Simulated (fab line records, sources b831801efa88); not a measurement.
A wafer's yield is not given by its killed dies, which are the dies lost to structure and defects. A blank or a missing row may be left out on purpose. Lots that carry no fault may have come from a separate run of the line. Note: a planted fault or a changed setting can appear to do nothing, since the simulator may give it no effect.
Which of the tools did it? / flow sfq line / Sampling: 15 lots, 43 wafers, 2 of 325 route steps

WHAT THE GAUGES READ, wafer by wafer
The record holds no reading of a measuring or inspecting step that can be judged against a usual standard deviation.

WHICH TOOL RAN EACH LOT (tool, then ch and the chambers of the sampled wafers, then the start)
lot=L748; SFQ_TRILAYER_JJ_CE_LITHO_PEB_117=litho track-02 ch 0, day 41 05:32; SFQ_TRILAYER_JJ_CE_METRO_MEASURE_117=cd sem-02, day 41 06:03
lot=L749; SFQ_TRILAYER_JJ_CE_LITHO_PEB_117=litho track-02 ch 0, day 41 09:08; SFQ_TRILAYER_JJ_CE_METRO_MEASURE_117=cd sem-02, day 41 09:39
lot=L750; SFQ_TRILAYER_JJ_CE_LITHO_PEB_117=litho track-03 ch 0, day 41 11:31; SFQ_TRILAYER_JJ_CE_METRO_MEASURE_117=cd sem-01, day 41 11:51
lot=L752; SFQ_TRILAYER_JJ_CE_LITHO_PEB_117=litho track-03 ch 0, day 42 11:39; SFQ_TRILAYER_JJ_CE_METRO_MEASURE_117=cd sem-01, day 42 11:59
lot=L753; SFQ_TRILAYER_JJ_CE_LITHO_PEB_117=litho track-03 ch 0, day 42 12:31; SFQ_TRILAYER_JJ_CE_METRO_MEASURE_117=cd sem-02, day 42 12:51
lot=L755; SFQ_TRILAYER_JJ_CE_LITHO_PEB_117=litho track-02 ch 0, day 43 02:55; SFQ_TRILAYER_JJ_CE_METRO_MEASURE_117=cd sem-02, day 43 03:15
lot=L756; SFQ_TRILAYER_JJ_CE_LITHO_PEB_117=litho track-03 ch 0, day 43 05:22; SFQ_TRILAYER_JJ_CE_METRO_MEASURE_117=cd sem-01, day 43 06:03
lot=L757; SFQ_TRILAYER_JJ_CE_LITHO_PEB_117=litho track-01 ch 0, day 43 08:55; SFQ_TRILAYER_JJ_CE_METRO_MEASURE_117=cd sem-02, day 43 09:15
lot=L763; SFQ_TRILAYER_JJ_CE_LITHO_PEB_117=litho track-03 ch 0, day 45 19:44; SFQ_TRILAYER_JJ_CE_METRO_MEASURE_117=cd sem-02, day 45 20:05
lot=L764; SFQ_TRILAYER_JJ_CE_LITHO_PEB_117=litho track-03 ch 0, day 45 23:22; SFQ_TRILAYER_JJ_CE_METRO_MEASURE_117=cd sem-01, day 45 23:53
lot=L766; SFQ_TRILAYER_JJ_CE_LITHO_PEB_117=litho track-03 ch 0, day 46 18:35; SFQ_TRILAYER_JJ_CE_METRO_MEASURE_117=cd sem-01, day 46 18:55
lot=L767; SFQ_TRILAYER_JJ_CE_LITHO_PEB_117=litho track-02 ch 0, day 47 01:47; SFQ_TRILAYER_JJ_CE_METRO_MEASURE_117=cd sem-02, day 47 02:07
lot=L769; SFQ_TRILAYER_JJ_CE_LITHO_PEB_117=litho track-01 ch 0, day 47 14:59; SFQ_TRILAYER_JJ_CE_METRO_MEASURE_117=cd sem-02, day 47 15:19
lot=L770; SFQ_TRILAYER_JJ_CE_LITHO_PEB_117=litho track-02 ch 0, day 47 18:40; SFQ_TRILAYER_JJ_CE_METRO_MEASURE_117=cd sem-01, day 47 19:31
lot=L771; SFQ_TRILAYER_JJ_CE_LITHO_PEB_117=litho track-01 ch 0, day 47 22:13; SFQ_TRILAYER_JJ_CE_METRO_MEASURE_117=cd sem-02, day 47 22:43
- SFQ_TRILAYER_JJ_CE_LITHO_PEB_117: peb time 60 s.
- SFQ_TRILAYER_JJ_CE_METRO_MEASURE_117

AS READ BY THE TOOLS THEMSELVES (means over the sampled wafers that have a number; for cases with no such wafer, the mark the record gives instead)
SFQ_TRILAYER_JJ_CE_LITHO_PEB_117. Usual: plate temp C 115.04 C, standard deviation 0.15; resist line temp C 23.02 C, standard deviation 0.1.
lot=L748; tool=litho track-02; plate temp C (C)=115.04; resist line temp C (C)=22.98; flag=
lot=L749; tool=litho track-02; plate temp C (C)=114.87; resist line temp C (C)=23.07; flag=
lot=L750; tool=litho track-03; plate temp C (C)=114.95; resist line temp C (C)=23.07; flag=
lot=L752; tool=litho track-03; plate temp C (C)=115.09; resist line temp C (C)=22.98; flag=
lot=L753; tool=litho track-03; plate temp C (C)=115.19; resist line temp C (C)=22.98; flag=
lot=L755; tool=litho track-02; plate temp C (C)=115.04; resist line temp C (C)=23.01; flag=
lot=L756; tool=litho track-03; plate temp C (C)=115.02; resist line temp C (C)=23.03; flag=
lot=L757; tool=litho track-01; plate temp C (C)=114.87; resist line temp C (C)=23.03; flag=
lot=L763; tool=litho track-03; plate temp C (C)=115.01; resist line temp C (C)=22.99; flag=
lot=L764; tool=litho track-03; plate temp C (C)=115.06; resist line temp C (C)=23.04; flag=
lot=L766; tool=litho track-03; plate temp C (C)=115.02; resist line temp C (C)=23.05; flag=
lot=L767; tool=litho track-02; plate temp C (C)=115.03; resist line temp C (C)=23.17; flag=
lot=L769; tool=litho track-01; plate temp C (C)=115.08; resist line temp C (C)=23.14; flag=
lot=L770; tool=litho track-02; plate temp C (C)=114.87; resist line temp C (C)=22.92; flag=
lot=L771; tool=litho track-01; plate temp C (C)=115.18; resist line temp C (C)=22.93; flag=

SFQ_TRILAYER_JJ_CE_METRO_MEASURE_117. Usual: cd nm 700.0 nm, standard deviation 1.5.
lot=L748; tool=cd sem-02; cd nm (nm)=700.7; flag=
lot=L749; tool=cd sem-02; cd nm (nm)=699.3; flag=
lot=L750; tool=cd sem-01; cd nm (nm)=699.7; flag=
lot=L752; tool=cd sem-01; cd nm (nm)=702.3; flag=
lot=L753; tool=cd sem-02; cd nm (nm)=700.9; flag=
lot=L755; tool=cd sem-02; cd nm (nm)=699.6; flag=
lot=L756; tool=cd sem-01; cd nm (nm)=698.1; flag=
lot=L757; tool=cd sem-02; cd nm (nm)=701.5; flag=
lot=L763; tool=cd sem-02; cd nm (nm)=693.6; flag=OFF
lot=L764; tool=cd sem-01; cd nm (nm)=693.7; flag=OFF
lot=L766; tool=cd sem-01; cd nm (nm)=693.2; flag=OFF
lot=L767; tool=cd sem-02; cd nm (nm)=698.7; flag=
lot=L769; tool=cd sem-02; cd nm (nm)=699.4; flag=
lot=L770; tool=cd sem-01; cd nm (nm)=699.1; flag=
lot=L771; tool=cd sem-02; cd nm (nm)=699.7; flag=

THE ANSWER, worked out from the rows above alone
Rule: take the mean of a lot's wafers that have a number; if it is more than 3 standard deviations from the usual mean, the lot is off. A lot without any number at a reading at which 4 lots or more have one is off too. Any other lot the step has rows for is counted as sound. After the gauges, taken in route order, come the tools' own readings; for these a lot's mean is taken, as printed above. At the first step where some lot is off, the reading lying furthest off is the one used; lots without a number count as furthest.
Off, at SFQ_TRILAYER_JJ_CE_METRO_MEASURE_117 on cd nm: L763, L764, L766.
A tool fits if, at that step or a process step before it, it ran every lot that is off, and no sound lot after the first of them. One fits: SFQ_TRILAYER_JJ_CE_LITHO_PEB_117 on litho track-03. A fault onset in the window from L756 (day 43 05:22, its last sound lot) to L763 (day 45 19:44, its first lot off) fits.

WHAT THE SIMULATOR HAD INSERTED
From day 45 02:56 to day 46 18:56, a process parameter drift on litho track-03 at SFQ_TRILAYER_JJ_CE_LITHO_PEB_117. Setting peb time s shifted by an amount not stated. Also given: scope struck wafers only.
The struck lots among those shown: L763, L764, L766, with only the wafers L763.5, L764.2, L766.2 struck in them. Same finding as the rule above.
